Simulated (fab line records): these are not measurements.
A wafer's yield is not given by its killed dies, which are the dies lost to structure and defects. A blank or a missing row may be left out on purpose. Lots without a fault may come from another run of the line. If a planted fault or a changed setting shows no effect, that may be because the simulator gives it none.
fab line records    flow sky130
[record] lots = 12  wafers = 36  last-day = 49
route steps=708 shown POLY_GATE@227 LDD_P@263 LDD_HVN@275 PAD_OPEN@708
lots that met no fault: from a run of the same line without faults
start-h: hours from the record's first day to the start of the lot's first wafer shown    wait-h: time in hours since the lot's previous step    " as in the row above    L1.1+2: one row covering several wafers at once    - either no value or no given start    * or withheld: withheld    < > ~ a bound
route shown NAME@n: names a module that has steps shown in the file, with the first one's number in the route    usual: mean/standard deviation taken from wafers without a fault    same: alike in all rows    chamber/n: place in a boat    sites: the reading at each site    _std_site: the standard deviation of these    _edge_site: the outer-site mean with the inner-site mean subtracted    radius-mm: how far each site lies from the wafer's centre    mask NAME#n: copy n    behind: the last tool/chamber to shape the wafer    hold: the reason the lot was held/the length of the hold in hours/how it ended    device: the n, p or np transistor that did not switch    end of line: the same wafers' tests at the end of the route    for a step that has no rows: nothing shown but its recipe    killed: the dies lost at the first sort to structure and to defects; this is not the yield of the wafer    map: the dies of a wafer, with x for killed, . for not killed, _ for no die there
set.NAME: setting as actually run; set.NAME@STEP: the setting as run at that earlier step    model.NAME: the simulator's own value behind a step, which no gauge read
one table for each step of the route and one row for each wafer, over a sample of lots
services: from which hour (start-h, from the record's first day; less than 0 if before it) a tool's chamber was out of use, for how many hours, and why
[[steps]]
[step SKY_POLY_GATE_CD_MEAS_13]
[recipe] target-cd-nm = 150
[usual] cd-nm = 149.4/1.3
lot.wafer  tool       chamber  start-h  wait-h  cd-nm
L256.1     cd-sem-01  -        374.42   -       149.6
L256.4     "          -        "        "       148.8
L256.6     "          -        "        "       148.5
L257.3     cd-sem-02  -        378.26   -       150.8
L257.5     "          -        "        "       152.7
L257.6     "          -        "        "       150.3
L258.4     cd-sem-01  -        383.68   -       150.7
L258.5     "          -        "        "       149.2
L258.6     "          -        "        "       149.8
L259.1     cd-sem-02  -        400.17   -       150.7
L259.4     "          -        "        "       151.2
L259.6     "          -        "        "       152.3
L261.2     cd-sem-01  -        404.94   -       150.7
L261.3     "          -        "        "       150.5
L261.4     "          -        "        "       150.6
L264.1     cd-sem-01  -        465.32   -       149.9
L264.5     "          -        "        "       149.5
L264.6     "          -        "        "       148.7
L266.2     cd-sem-01  -        466.44   -       148.7
L266.5     "          -        "        "       148.3
L266.6     "          -        "        "       148.5
L267.1     cd-sem-02  -        466.77   -       148.9
L267.4     "          -        "        "       148.4
L267.6     "          -        "        "       148.8
L268.4     cd-sem-01  -        486.03   -       148.7
L268.5     "          -        "        "       148.0
L268.6     "          -        "        "       149.5
L273.4     cd-sem-02  -        531.38   -       148.1
L273.5     "          -        "        "       147.8
L273.6     "          -        "        "       147.8
L274.2     cd-sem-01  -        535.59   -       149.6
L274.5     "          -        "        "       150.0
L274.6     "          -        "        "       150.5
L275.1     cd-sem-02  -        542.17   -       153.1
L275.4     "          -        "        "       151.6
L275.5     "          -        "        "       152.2
[step SKY_LDD_P_OVL_MEAS_08]
[usual] LDD_P_OVL = -0.3/1.5
lot.wafer  tool        chamber  start-h  wait-h  LDD_P_OVL[nm]
L256.1     overlay-02  -        435.30   0.1     -0.1
L256.4     "           -        "        "       1.4
L256.6     "           -        "        "       -0.5
L257.3     overlay-02  -        439.21   0.1     1.4
L257.5     "           -        "        "       -0.1
L257.6     "           -        "        "       3.0
L258.4     overlay-01  -        448.17   0.1     -3.1
L258.5     "           -        "        "       -1.9
L258.6     "           -        "        "       -0.4
L259.1     overlay-01  -        468.10   0.1     -1.3
L259.4     "           -        "        "       -2.2
L259.6     "           -        "        "       -1.8
L261.2     overlay-02  -        468.42   0.1     -0.8
L261.3     "           -        "        "       -1.1
L261.4     "           -        "        "       -1.8
L264.1     overlay-01  -        530.30   0.1     -1.1
L264.5     "           -        "        "       -0.8
L264.6     "           -        "        "       2.0
L267.1     overlay-02  -        531.74   0.1     -0.3
L267.4     "           -        "        "       -0.2
L267.6     "           -        "        "       -2.4
L266.2     overlay-02  -        536.41   0.1     1.9
L266.5     "           -        "        "       0.1
L266.6     "           -        "        "       1.1
L268.4     overlay-01  -        550.16   0.1     2.1
L268.5     "           -        "        "       -1.2
L268.6     "           -        "        "       -1.2
L273.4     overlay-02  -        594.91   0.1     -2.0
L273.5     "           -        "        "       -0.4
L273.6     "           -        "        "       -1.9
L274.2     overlay-02  -        597.89   0.1     1.0
L274.5     "           -        "        "       1.5
L274.6     "           -        "        "       -1.4
L275.1     overlay-02  -        604.84   0.1     -1.7
L275.4     "           -        "        "       -1.3
L275.5     "           -        "        "       -1.9
[step SKY_LDD_HVN_IMPLANT_08]
[recipe] species = P  energy-kev = 60  dose-cm2 = 3e+13  tilt-deg = 40
[usual] dose-ions-cm2 = 3e+13/3.4e+10  end-station-pressure-torr = 5.15e-06/2.7e-07  faraday-current-uA = 169/3
lot.wafer  tool          chamber  start-h  wait-h  dose-ions-cm2  end-station-pressure-torr  faraday-current-uA
L256.1     implanter-01  0        466.11   0.0     3.005e+13      5.47e-06                   163
L256.4     "             0        "        "       3.004e+13      5.26e-06                   171
L256.6     "             0        "        "       3.002e+13      4.94e-06                   173
L257.3     implanter-03  0        469.92   0.1     3e+13          5.29e-06                   167
L257.5     "             0        "        "       2.999e+13      5.46e-06                   170
L257.6     "             0        "        "       3.003e+13      4.8e-06                    167
L258.4     implanter-01  0        478.94   0.1     3.007e+13      4.87e-06                   166
L258.5     "             0        "        "       3.004e+13      5.41e-06                   166
L258.6     "             0        "        "       3.001e+13      4.81e-06                   171
L259.1     implanter-02  0        498.61   0.0     3.001e+13      4.98e-06                   167
L259.4     "             0        "        "       3.003e+13      5.09e-06                   168
L259.6     "             0        "        "       3.006e+13      5.34e-06                   171
L261.2     implanter-02  0        499.33   0.1     3.002e+13      4.98e-06                   173
L261.3     "             0        "        "       3.005e+13      5.27e-06                   168
L261.4     "             0        "        "       3.003e+13      5.23e-06                   163
L264.1     implanter-02  0        560.66   0.0     3.001e+13      4.79e-06                   168
L264.5     "             0        "        "       2.998e+13      5.07e-06                   170
L264.6     "             0        "        "       3e+13          5.48e-06                   171
L267.1     implanter-02  0        561.92   0.0     3e+13          5.14e-06                   170
L267.4     "             0        "        "       2.997e+13      5.13e-06                   170
L267.6     "             0        "        "       3e+13          5.38e-06                   168
L266.2     implanter-01  0        566.34   0.0     3.001e+13      4.93e-06                   168
L266.5     "             0        "        "       2.999e+13      4.86e-06                   166
L266.6     "             0        "        "       3e+13          5.49e-06                   165
L268.4     implanter-02  0        579.88   0.1     3.002e+13      5.22e-06                   169
L268.5     "             0        "        "       3.005e+13      4.51e-06                   170
L268.6     "             0        "        "       3.002e+13      5.35e-06                   172
L273.4     implanter-02  0        624.28   0.1     2.79e+14       6.21e-06                   1547
L273.5     "             0        "        "       2.7898e+14     6.12e-06                   1549
L273.6     "             0        "        "       2.79e+14       6.03e-06                   1526
L274.2     implanter-02  0        626.74   0.0     2.7901e+14     5.85e-06                   1490
L274.5     "             0        "        "       2.7906e+14     6.44e-06                   1510
L274.6     "             0        "        "       2.7898e+14     6.19e-06                   1509
L275.1     implanter-01  0        633.77   0.0     2.996e+13      5.37e-06                   170
L275.4     "             0        "        "       3.002e+13      5.29e-06                   167
L275.5     "             0        "        "       3e+13          5e-06                      170
[step SKY_LDD_HVN_STRIP_09]
[recipe] chemistry = O2/N2  power-w = 1400  pressure-mtorr = 1500  platen-temp-c = withheld  o2-flow-sccm = 3000  n2-flow-sccm = 300  overash-fraction = 0.5
[usual] drypump-motor-current-A = 5.6/0.59  oes-product-au = 0.409/0.0046  strip-time-to-endpoint-s = 4.135/0.016
lot.wafer  tool             chamber  start-h  wait-h  drypump-motor-current-A  oes-product-au  rf-hours-counter-h  strip-time-to-endpoint-s
L256.1     plasma-asher-01  1        466.26   0.1     5.6                      0.416           80                  4.152
L256.4     "                1        "        "       5.6                      0.408           -                   4.127
L256.6     "                1        "        "       5.6                      0.412           -                   4.151
L257.3     plasma-asher-02  0        470.05   0.1     6.8                      0.400           -                   4.146
L257.5     "                1        "        "       5.3                      0.408           -                   4.132
L257.6     "                0        "        "       6.8                      0.405           -                   4.150
L258.4     plasma-asher-01  1        479.05   0.1     5.6                      0.410           -                   4.134
L258.5     "                1        "        "       5.7                      0.413           -                   4.126
L258.6     "                0        "        "       4.9                      0.413           -                   4.140
L259.1     plasma-asher-01  0        498.76   0.1     4.9                      0.410           83                  4.115
L259.4     "                0        "        "       4.9                      0.405           -                   4.097
L259.6     "                1        "        "       5.7                      0.406           -                   4.113
L261.2     plasma-asher-01  0        499.45   0.1     4.9                      0.415           83                  4.135
L261.3     "                0        "        "       4.9                      0.404           -                   4.109
L261.4     "                1        "        "       5.6                      0.400           -                   4.157
L264.1     plasma-asher-04  1        560.81   0.1     5.1                      0.412           70                  4.126
L264.5     "                0        "        "       5.6                      0.410           -                   4.139
L264.6     "                1        "        "       5.2                      0.411           -                   4.125
L267.1     plasma-asher-02  1        562.07   0.1     5.3                      0.414           13                  4.145
L267.4     "                0        "        "       6.8                      0.407           -                   4.139
L267.6     "                0        "        "       6.8                      0.418           -                   4.162
L266.2     plasma-asher-04  1        566.47   0.1     5.2                      0.409           72                  4.151
L266.5     "                0        "        "       5.6                      0.403           -                   4.138
L266.6     "                1        "        "       5.2                      0.406           -                   4.127
L268.4     plasma-asher-02  1        579.99   0.1     5.3                      0.401           -                   4.146
L268.5     "                0        "        "       6.8                      0.407           -                   4.139
L268.6     "                1        "        "       5.3                      0.405           -                   4.144
L273.4     plasma-asher-01  1        624.39   0.1     5.7                      0.419           -                   4.126
L273.5     "                1        "        "       5.6                      0.412           -                   4.146
L273.6     "                0        "        "       4.9                      0.406           -                   4.146
L274.2     plasma-asher-02  1        626.87   0.1     5.3                      0.406           18                  4.124
L274.5     "                0        "        "       6.8                      0.405           -                   4.121
L274.6     "                1        "        "       5.3                      0.402           -                   4.120
L275.1     plasma-asher-02  1        633.92   0.1     5.3                      0.409           18                  4.139
L275.4     "                0        "        "       6.8                      0.395           -                   4.152
L275.5     "                1        "        "       5.3                      0.408           -                   4.147
[step SKY_LDD_HVN_TW_MEAS_10]
[usual] LDD_HVN_TW = 1437/16
lot.wafer  tool           chamber  start-h  wait-h  LDD_HVN_TW
L256.1     film-metro-03  -        466.36   0.1     1415
L256.4     "              -        "        "       1420
L256.6     "              -        "        "       1417
L257.3     film-metro-01  -        470.14   0.1     1443
L257.5     "              -        "        "       1447
L257.6     "              -        "        "       1438
L258.4     film-metro-04  -        479.15   0.1     1467
L258.5     "              -        "        "       1453
L258.6     "              -        "        "       1455
L259.1     film-metro-03  -        498.86   0.1     1416
L259.4     "              -        "        "       1424
L259.6     "              -        "        "       1419
L261.2     film-metro-04  -        499.56   0.1     1445
L261.3     "              -        "        "       1456
L261.4     "              -        "        "       1447
L264.1     film-metro-03  -        560.91   0.1     1421
L264.5     "              -        "        "       1415
L264.6     "              -        "        "       1406
L267.1     film-metro-01  -        562.17   0.1     1427
L267.4     "              -        "        "       1419
L267.6     "              -        "        "       1425
L266.2     film-metro-04  -        566.58   0.1     1458
L266.5     "              -        "        "       1449
L266.6     "              -        "        "       1460
L268.4     film-metro-03  -        580.08   0.1     1425
L268.5     "              -        "        "       1429
L268.6     "              -        "        "       1420
L273.4     film-metro-04  -        624.49   0.1     2896
L273.5     "              -        "        "       2912
L273.6     "              -        "        "       2901
L274.2     film-metro-03  -        626.98   0.1     2801
L274.5     "              -        "        "       2831
L274.6     "              -        "        "       2812
L275.1     film-metro-04  -        634.02   0.1     1463
L275.4     "              -        "        "       1455
L275.5     "              -        "        "       1454
[step SKY_PAD_OPEN_PROBE_99]
[usual] killed_at_M0_to_M3 = 43/7.2  killed_at_M4_up = 3.5/2  killed-at-contacts = 24/5.2  killed-at-front-end = 15/4.4  killed-at-other = 0.2/0.48  killed-dies = 85/9.4  killed-open = 46/7.3  killed-short = 39/6.1
[same] gross-dies = 492  killed-at-back-side = 0
lot.wafer  tool       chamber  start-h  wait-h  killed_at_M0_to_M3  killed_at_M4_up  killed-at-contacts  killed-at-front-end  killed-at-other  killed-dies  killed-open  killed-short
L257.3     prober-01  -        1081.44  0.2     45                  5                24                  13                   0                87           48           39
L257.5     prober-01  -        1081.54  0.2     41                  4                24                  27                   0                96           67           29
L257.6     prober-01  -        1081.59  0.2     35                  1                21                  8                    0                65           35           30
L258.4     prober-01  -        1097.87  0.2     47                  3                30                  11                   0                91           46           45
L258.5     prober-01  -        1097.92  0.2     45                  3                34                  17                   0                99           61           38
L258.6     prober-01  -        1097.97  0.2     43                  7                32                  13                   0                95           55           38
L259.1     prober-02  -        1099.22  0.1     23                  4                13                  18                   0                58           26           32
L259.4     prober-02  -        1099.37  0.2     25                  8                27                  20                   1                81           34           47
L259.6     prober-02  -        1099.47  0.2     41                  4                18                  7                    0                70           37           33
L261.2     prober-01  -        1100.77  0.1     52                  1                27                  9                    0                89           56           33
L261.3     prober-01  -        1100.82  0.2     53                  7                19                  16                   0                95           59           36
L261.4     prober-01  -        1100.87  0.2     35                  6                21                  11                   0                73           38           35
L266.2     prober-02  -        1136.29  0.1     41                  4                28                  21                   0                94           54           39
L266.5     prober-02  -        1136.44  0.2     47                  7                24                  14                   0                92           45           47
L266.6     prober-02  -        1136.49  0.2     41                  4                27                  18                   0                90           50           40
L268.4     prober-01  -        1149.00  0.2     58                  1                27                  18                   0                104          59           45
L268.5     prober-01  -        1149.05  0.2     34                  7                28                  12                   0                81           49           32
L268.6     prober-01  -        1149.10  0.2     56                  9                26                  22                   0                113          61           52
L273.4     prober-02  -        1169.76  0.2     48                  2                27                  16                   0                93           46           46
L273.5     prober-02  -        1169.81  0.2     33                  1                31                  19                   0                84           56           28
L273.6     prober-02  -        1169.86  0.2     48                  2                27                  16                   0                93           50           43
L275.1     prober-02  -        1187.74  0.1     42                  2                27                  13                   0                84           43           41
L275.4     prober-02  -        1187.89  0.2     41                  2                23                  15                   0                81           46           35
L275.5     prober-02  -        1187.94  0.2     40                  5                28                  14                   0                87           52           35
// killed by level:class
L257.3 CONTACT:geometric-particle:open=12 LI_CONTACT:geometric-particle:open=9 VIA1:geometric-particle:open=8 FIELD_ISO:geometric-particle:short=7 METAL1:geometric-particle:short=6 VIA2:geometric-particle:open=6 FIELD_ISO:geometric-particle:open=4 METAL2:geometric-particle:short=4
L257.5 VIA1:geometric-particle:open=16 CONTACT:geometric-particle:open=11 LI_CONTACT:geometric-particle:open=10 FIELD_ISO:geometric-particle:open=9 POLY_GATE:geometric-particle:open=7 POLY_GATE:geometric-particle:short=6 VIA3:geometric-particle:open=6 FIELD_ISO:geometric-particle:short=4
L257.6 CONTACT:geometric-particle:open=7 METAL1:geometric-particle:short=7 VIA1:geometric-particle:open=7 LI_CONTACT:geometric-particle:open=6 VIA1:geometric-particle:short=6 CONTACT:geometric-particle:short=4 METAL2:geometric-particle:short=4 VIA3:geometric-particle:open=4
L258.4 CONTACT:geometric-particle:open=10 LI_CONTACT:geometric-particle:open=7 VIA1:geometric-particle:open=7 METAL2:geometric-particle:short=7 VIA2:geometric-particle:open=7 VIA3:geometric-particle:open=6 LI_CONTACT:geometric-particle:short=5 METAL1:geometric-particle:short=5
L258.5 VIA1:geometric-particle:open=16 CONTACT:geometric-particle:open=13 CONTACT:geometric-particle:short=10 LI_CONTACT:geometric-particle:open=7 VIA2:geometric-particle:open=6 VIA1:geometric-particle:short=5 FIELD_ISO:geometric-particle:open=4 METAL1:geometric-particle:short=4
L258.6 VIA2:geometric-particle:open=10 LI_CONTACT:geometric-particle:open=8 CONTACT:geometric-particle:open=7 VIA1:geometric-particle:open=7 VIA3:geometric-particle:open=6 VIA1:geometric-particle:short=5 FIELD_ISO:geometric-particle:open=4 LI_CONTACT:geometric-particle:short=4
L259.1 VIA1:geometric-particle:open=6 LI_CONTACT:geometric-particle:open=5 METAL1:geometric-particle:open=4 FIELD_ISO:geometric-particle:short=3 FIELD_ISO:geometric-particle:open=3 POLY_GATE:geometric-particle:short=3 POLY_CUT:geometric-particle:short=3 CONTACT:geometric-particle:short=3
L259.4 CONTACT:geometric-particle:open=8 FIELD_ISO:geometric-particle:short=7 LOCAL_INTERCONNECT:geometric-particle:short=7 METAL4:geometric-particle:short=5 LI_CONTACT:geometric-particle:open=4 CONTACT:geometric-particle:short=4 VIA1:geometric-particle:short=4 METAL2:geometric-particle:short=4
L259.6 CONTACT:geometric-particle:open=10 VIA2:geometric-particle:open=8 VIA1:geometric-particle:open=7 VIA3:geometric-particle:open=7 METAL2:geometric-particle:short=6 METAL3:geometric-particle:short=4 LOCAL_INTERCONNECT:geometric-particle:short=3 CONTACT:geometric-particle:short=3
L261.2 VIA1:geometric-particle:open=13 VIA3:geometric-particle:open=12 LI_CONTACT:geometric-particle:open=10 CONTACT:geometric-particle:open=8 LI_CONTACT:geometric-particle:short=5 VIA3:geometric-particle:short=5 METAL1:geometric-particle:open=4 METAL1:geometric-particle:short=4
L261.3 VIA1:geometric-particle:open=14 VIA2:geometric-particle:open=12 CONTACT:geometric-particle:open=10 VIA1:geometric-particle:short=7 VIA3:geometric-particle:open=7 POLY_GATE:geometric-particle:short=6 FIELD_ISO:geometric-particle:open=5 METAL1:geometric-particle:short=5
L261.4 CONTACT:geometric-particle:open=9 FIELD_ISO:geometric-particle:short=6 METAL3:geometric-particle:short=6 VIA3:geometric-particle:open=6 VIA2:geometric-particle:open=5 VIA3:geometric-particle:short=4 LI_CONTACT:geometric-particle:open=4 VIA1:geometric-particle:open=4
L266.2 CONTACT:geometric-particle:open=13 VIA1:geometric-particle:open=8 VIA2:geometric-particle:open=8 POLY_GATE:geometric-particle:open=6 LI_CONTACT:geometric-particle:short=6 VIA3:geometric-particle:open=5 VIA1:geometric-particle:short=5 METAL2:geometric-particle:short=5
L266.5 VIA3:geometric-particle:open=10 VIA1:geometric-particle:open=8 CONTACT:geometric-particle:open=8 METAL1:geometric-particle:short=8 METAL4:geometric-particle:short=6 LI_CONTACT:geometric-particle:open=5 CONTACT:geometric-particle:short=5 METAL2:geometric-particle:short=5
L266.6 VIA1:geometric-particle:open=14 CONTACT:geometric-particle:open=9 CONTACT:geometric-particle:short=5 FIELD_ISO:geometric-particle:short=4 FIELD_ISO:geometric-particle:open=4 POLY_GATE:geometric-particle:open=4 LI_CONTACT:geometric-particle:open=4 LOCAL_INTERCONNECT:geometric-particle:short=4
L268.4 VIA1:geometric-particle:open=20 CONTACT:geometric-particle:open=12 VIA1:geometric-particle:short=9 LI_CONTACT:geometric-particle:open=8 POLY_GATE:geometric-particle:short=7 METAL2:geometric-particle:short=6 VIA3:geometric-particle:open=6 VIA2:geometric-particle:short=4
L268.5 CONTACT:geometric-particle:open=10 VIA1:geometric-particle:open=9 LI_CONTACT:geometric-particle:open=8 METAL1:geometric-particle:short=7 FIELD_ISO:geometric-particle:open=6 METAL4:geometric-particle:short=6 VIA2:geometric-particle:open=6 VIA3:geometric-particle:open=6
L268.6 VIA2:geometric-particle:open=11 VIA1:geometric-particle:open=10 LI_CONTACT:geometric-particle:open=9 VIA3:geometric-particle:open=9 POLY_GATE:geometric-particle:short=7 METAL4:geometric-particle:short=7 VIA1:geometric-particle:short=7 FIELD_ISO:geometric-particle:short=6
L273.4 CONTACT:geometric-particle:open=11 VIA1:geometric-particle:open=10 VIA3:geometric-particle:open=10 FIELD_ISO:geometric-particle:short=7 CONTACT:geometric-particle:short=7 LOCAL_INTERCONNECT:geometric-particle:short=6 VIA2:geometric-particle:open=6 METAL3:geometric-particle:short=5
L273.5 CONTACT:geometric-particle:open=10 LI_CONTACT:geometric-particle:open=9 VIA3:geometric-particle:open=8 VIA1:geometric-particle:open=7 FIELD_ISO:geometric-particle:open=6 POLY_GATE:geometric-particle:short=5 CONTACT:geometric-particle:short=5 VIA2:geometric-particle:open=5
L273.6 VIA1:geometric-particle:open=13 CONTACT:geometric-particle:open=8 LI_CONTACT:geometric-particle:open=8 VIA2:geometric-particle:open=8 FIELD_ISO:geometric-particle:short=6 METAL3:geometric-particle:short=5 POLY_GATE:geometric-particle:short=4 METAL1:geometric-particle:short=4
L275.1 VIA1:geometric-particle:open=12 CONTACT:geometric-particle:open=8 METAL2:geometric-particle:short=8 LI_CONTACT:geometric-particle:open=6 LOCAL_INTERCONNECT:geometric-particle:short=6 VIA3:geometric-particle:open=5 FIELD_ISO:geometric-particle:open=4 VIA2:geometric-particle:open=4
L275.4 LI_CONTACT:geometric-particle:open=11 VIA1:geometric-particle:open=9 FIELD_ISO:geometric-particle:short=7 VIA1:geometric-particle:short=6 CONTACT:geometric-particle:open=6 VIA3:geometric-particle:open=6 VIA3:geometric-particle:short=5 METAL1:geometric-particle:short=4
L275.5 VIA1:geometric-particle:open=15 LI_CONTACT:geometric-particle:open=8 CONTACT:geometric-particle:open=8 VIA3:geometric-particle:open=5 CONTACT:geometric-particle:short=5 METAL4:geometric-particle:short=5 LOCAL_INTERCONNECT:geometric-particle:short=4 METAL2:geometric-particle:short=4
[[services]]
tool             chamber  start-h  hours  kind
plasma-asher-02  -        445.38   5.6    repair
implanter-01     -        458.98   1.2    repair
implanter-03     -        491.27   21.4   pm
plasma-asher-04  -        503.49   2.8    pm
plasma-asher-02  -        523.77   1.7    repair
plasma-asher-01  -        556.40   12.4   pm
implanter-03     -        576.74   0.6    repair
plasma-asher-02  -        581.61   2.8    pm
implanter-02     -        583.59   3.6    pm
plasma-asher-02  -        592.81   21.6   repair
implanter-01     -        622.45   2.4    pm
[[key]]
[first-sign] step = SKY_LDD_HVN_IMPLANT_08  reading = dose-ions-cm2  direction = up  sigmas = 99+  usual = *  struck = *
[effect] step = SKY_LDD_HVN_IMPLANT_08  reading = faraday-current-uA  direction = up  sigmas = 99+  usual = 169  struck = 1522
[effect] step = SKY_LDD_HVN_TW_MEAS_10  reading = LDD_HVN_TW  direction = up  sigmas = 87  usual = 1437  struck = 2859
met-at SKY_LDD_HVN_IMPLANT_08
struck-lots L273,L274
tester-left-out L273,L274
not-acting-at SKY_POLY_GATE_CD_MEAS_13,SKY_LDD_P_OVL_MEAS_08,SKY_LDD_HVN_STRIP_09
onset-between 579.88 624.28
[fault] kind = process-parameter-drift  tool = implanter-02  chamber = -  onset-h = 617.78  steps = SKY_LDD_HVN_IMPLANT_08  channel = dose-cm2  offset = *  shape = step  end-h = 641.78  acts-in = *  stated = *
// tester-left-out: of these lots the tester's yield and bins aren't shown, on N5 and GAA mostly nor the transistor test; their killed dies are dies lost to structure and defects alone, not to doping, threshold or leakage, so they don't give the yield
